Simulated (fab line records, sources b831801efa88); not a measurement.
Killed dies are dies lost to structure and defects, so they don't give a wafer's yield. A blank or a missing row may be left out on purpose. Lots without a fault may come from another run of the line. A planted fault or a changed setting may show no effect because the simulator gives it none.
Which tool did it? | flow sky130 | 6 lots, 18 wafers sampled, at 2 steps of a route of 708

WHAT THE GAUGES READ, wafer by wafer
SKY_VT_ADJUST_HVTP_TW_MEAS_11.
lot  | measured     | on            | VT_ADJUST_HVTP_TW
L988 | day 6 22:55  | film_metro-01 | 1364 1364 1359
L991 | day 7 13:18  | film_metro-02 | 1342 1338 1344
L996 | day 8 18:21  | film_metro-02 | 1347 1343 1339
L998 | day 9 02:08  | film_metro-02 | 1336 1335 1340
L100 | day 9 10:57  | film_metro-01 | 1359 1361 1357
L107 | day 11 10:48 | film_metro-03 | 1417 1413 1414

WHICH TOOL RAN EACH LOT (tool, then ch and the chambers of the sampled wafers, then the start)
lot  | SKY_VT_ADJUST_HVTP_IMPLANT_09
L988 | implanter-04 ch 0, day 6 22:41
L991 | implanter-02 ch 0, day 7 13:04
L996 | implanter-02 ch 0, day 8 18:07
L998 | implanter-01 ch 0, day 9 01:53
L100 | implanter-01 ch 0, day 9 10:43
L107 | implanter-02 ch 0, day 11 10:34
- SKY_VT_ADJUST_HVTP_IMPLANT_09

THE ANSWER, worked out from the rows above alone
Rule: what is usual is taken from the lots themselves. Put in order of their means at a reading, lots are off if they are a third of the lots or fewer, leave a main group of 4 or more, and stand apart from it by a gap of 3 or more times the standard deviation of the main group's means; of several such gaps the widest counts. A main group whose means are all the same, to the digits that the tables above print for the reading, isn't used. A lot without any number at a reading at which 4 lots or more have one is off too. The other lots that the step has rows for count as sound.
Off: L107, at SKY_VT_ADJUST_HVTP_TW_MEAS_11 (VT_ADJUST_HVTP_TW). The main group: mean 1349, standard deviation 10.
A tool fits if, at a process step before that reading, it ran every lot that is off, and no sound lot after the first of them. The gauges at SKY_VT_ADJUST_HVTP_TW_MEAS_11 are tried like those tools. Can't be told from this: 2 tools fit, implanter-02 at SKY_VT_ADJUST_HVTP_IMPLANT_09, film_metro-03 at SKY_VT_ADJUST_HVTP_TW_MEAS_11.

WHAT THE SIMULATOR HAD PUT IN
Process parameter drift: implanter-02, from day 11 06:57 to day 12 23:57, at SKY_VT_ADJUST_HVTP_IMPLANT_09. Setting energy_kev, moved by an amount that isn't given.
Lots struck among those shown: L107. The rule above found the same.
